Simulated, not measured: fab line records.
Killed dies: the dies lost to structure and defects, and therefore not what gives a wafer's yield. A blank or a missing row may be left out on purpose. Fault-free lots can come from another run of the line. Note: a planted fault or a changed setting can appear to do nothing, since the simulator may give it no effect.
Matching of chambers || flow gf180mcu || 3 sister chambers for GF_V1_CVD_02 on pecvd-03
The step deposits SiO2 from TEOS, target thk 850 nm, time 94.851 s. 14 wafers are shown with their chamber, then 7 later ones without.

## WAFERS WITH THEIR CHAMBER
{"wafer": "L488.1", "chamber": 0, "heaterPowerW (W)": 550}
{"wafer": "L488.3", "chamber": 2, "heaterPowerW (W)": 426}
{"wafer": "L488.5", "chamber": 1, "heaterPowerW (W)": 670}
{"wafer": "L490.3", "chamber": 0, "heaterPowerW (W)": 630}
{"wafer": "L490.5", "chamber": 1, "heaterPowerW (W)": 686}
{"wafer": "L490.6", "chamber": 0, "heaterPowerW (W)": 529}
{"wafer": "L492.3", "chamber": 1, "heaterPowerW (W)": 631}
{"wafer": "L492.5", "chamber": 1, "heaterPowerW (W)": 677}
{"wafer": "L492.6", "chamber": 2, "heaterPowerW (W)": 399}
{"wafer": "L493.2", "chamber": 2, "heaterPowerW (W)": 495}
{"wafer": "L493.3", "chamber": 1, "heaterPowerW (W)": 642}
{"wafer": "L493.6", "chamber": 0, "heaterPowerW (W)": 648}
{"wafer": "L494.1", "chamber": 0, "heaterPowerW (W)": 620}
{"wafer": "L494.2", "chamber": 2, "heaterPowerW (W)": 498}

SIGNATURES (means of the wafers above)
{"reading": "heaterPowerW", "chamber 0": 595.40, "chamber 1": 661.20, "chamber 2": 454.50, "scatter within a chamber": 43.4}
Rule: for each reading, subtract the chamber's mean from the wafer's reading, divide by that reading's scatter and square the result; add these up over the readings and take the root, which gives the wafer's distance from the chamber. If the next closest chamber is less than 2 further off than the closest, the wafer can't be placed; otherwise it belongs to the closest. The scatter: the root of (the sum of the squares of (reading less its chamber's mean) over the shown wafers, divided by (wafers less chambers)).

## WAFERS WITHOUT THEIR CHAMBER
{"wafer": "L494.5", "heaterPowerW (W)": 523}
{"wafer": "L496.1", "heaterPowerW (W)": 592}
{"wafer": "L496.3", "heaterPowerW (W)": 555}
{"wafer": "L496.5", "heaterPowerW (W)": 664}
{"wafer": "L505.2", "heaterPowerW (W)": 580}
{"wafer": "L505.3", "heaterPowerW (W)": 639}
{"wafer": "L505.4", "heaterPowerW (W)": 473}

## THE CHAMBER EACH PASSED THROUGH
{"wafer": "L494.5", "from the rows above": "can't be placed: 2 or 0 or 1", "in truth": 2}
{"wafer": "L496.1", "from the rows above": "can't be placed: 0 or 1", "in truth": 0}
{"wafer": "L496.3", "from the rows above": "can't be placed: 0 or 2 or 1", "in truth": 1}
{"wafer": "L496.5", "from the rows above": "can't be placed: 1 or 0", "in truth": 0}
{"wafer": "L505.2", "from the rows above": "can't be placed: 0 or 1", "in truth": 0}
{"wafer": "L505.3", "from the rows above": "can't be placed: 1 or 0", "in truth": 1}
{"wafer": "L505.4", "from the rows above": 2, "in truth": 2}
Placed correctly: 1 of 7. Not placeable from these rows: 6 (in 6, the candidates include the true chamber). 0 placed wrongly.
